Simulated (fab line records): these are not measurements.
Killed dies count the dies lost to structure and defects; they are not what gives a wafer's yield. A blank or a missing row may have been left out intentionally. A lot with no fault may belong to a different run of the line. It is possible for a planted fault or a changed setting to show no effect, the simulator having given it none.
One fault through the eyes of 2 desks + flow sky130 + only its own numbers are on each desk; what lay behind them is given at the end

== TOOL OWNER'S DESK, implanter-04 ==
For each lot that ran on this tool, the mean over its sampled wafers that have a number, from the tool's own readings at SKY_VT_ADJUST_PCH_IMPLANT_08. A lot is out of limits, marked OUT, if its mean lies more than 4 standard deviations from the usual mean; the brackets give that distance.
Columns: A = doseIonsCm2 at SKY_VT_ADJUST_PCH_IMPLANT_08, usual 5.001e+11
| lot  | first seen here | A         |
|------|-----------------|-----------|
| L215 | day 11 18:07    | 4.996e+11 |
| L218 | day 12 12:31    | 5.005e+11 |
| L234 | day 17 00:25    | 5.002e+11 |
This desk's verdict: no lot among the 3 shows anything out of limits.

== THE METROLOGY DESK ==
What the gauges read for every lot (on any tool): the sampled wafers with a number, averaged. A lot is out of limits, marked OUT, if its mean lies more than 4 standard deviations from the usual mean; the brackets give that distance. 7 of its 10 readings are shown, namely those furthest out on some lot.
Columns: A = VT_ADJUST_HVTR_OVL at SKY_VT_ADJUST_HVTR_OVL_MEAS_08, usual 0.1 nm; B = VT_ADJUST_HVTR_TW at SKY_VT_ADJUST_HVTR_TW_MEAS_11, usual 212.0; C = VT_ADJUST_PCH_OVL at SKY_VT_ADJUST_PCH_OVL_MEAS_07, usual -0.3 nm; D = VT_ADJUST_PCH_TW at SKY_VT_ADJUST_PCH_TW_MEAS_10, usual 144.1; E = SONOS_TUNNEL_OVL at SKY_SONOS_TUNNEL_OVL_MEAS_08, usual 0.5 nm; F = SONOS_ONO_CVD_02_THK at SKY_SONOS_ONO_THK_MEAS_03, usual 10.47 nm; G = SONOS_ONO_CVD_04_THK at SKY_SONOS_ONO_THK_MEAS_05, usual 5.70 nm
| lot  | first seen here | A    | B     | C    | D     | E    | F     | G    |
|------|-----------------|------|-------|------|-------|------|-------|------|
| L215 | day 10 18:23    | -0.2 | 214.0 | -0.6 | 144.5 | -1.1 | 10.85 | 5.81 |
| L218 | day 11 12:40    | 0.7  | 210.8 | 1.1  | 143.8 | 0.7  | 10.48 | 5.62 |
| L222 | day 12 11:04    | -0.0 | 211.4 | 2.0  | 144.5 | 0.3  | 10.52 | 5.74 |
| L223 | day 12 15:34    | -1.1 | 213.7 | 0.4  | 145.1 | -0.4 | 10.45 | 5.61 |
| L234 | day 15 20:17    | 0.5  | 213.1 | 1.0  | 141.1 | -0.8 | 10.43 | 5.74 |
This desk's verdict: no lot among the 5 shows anything out of limits.

== PUT TOGETHER ==
The desk of the tool owner found nothing out of limits.
The metrology desk saw nothing out of limits.

== WHAT THE SIMULATOR PUT IN ==
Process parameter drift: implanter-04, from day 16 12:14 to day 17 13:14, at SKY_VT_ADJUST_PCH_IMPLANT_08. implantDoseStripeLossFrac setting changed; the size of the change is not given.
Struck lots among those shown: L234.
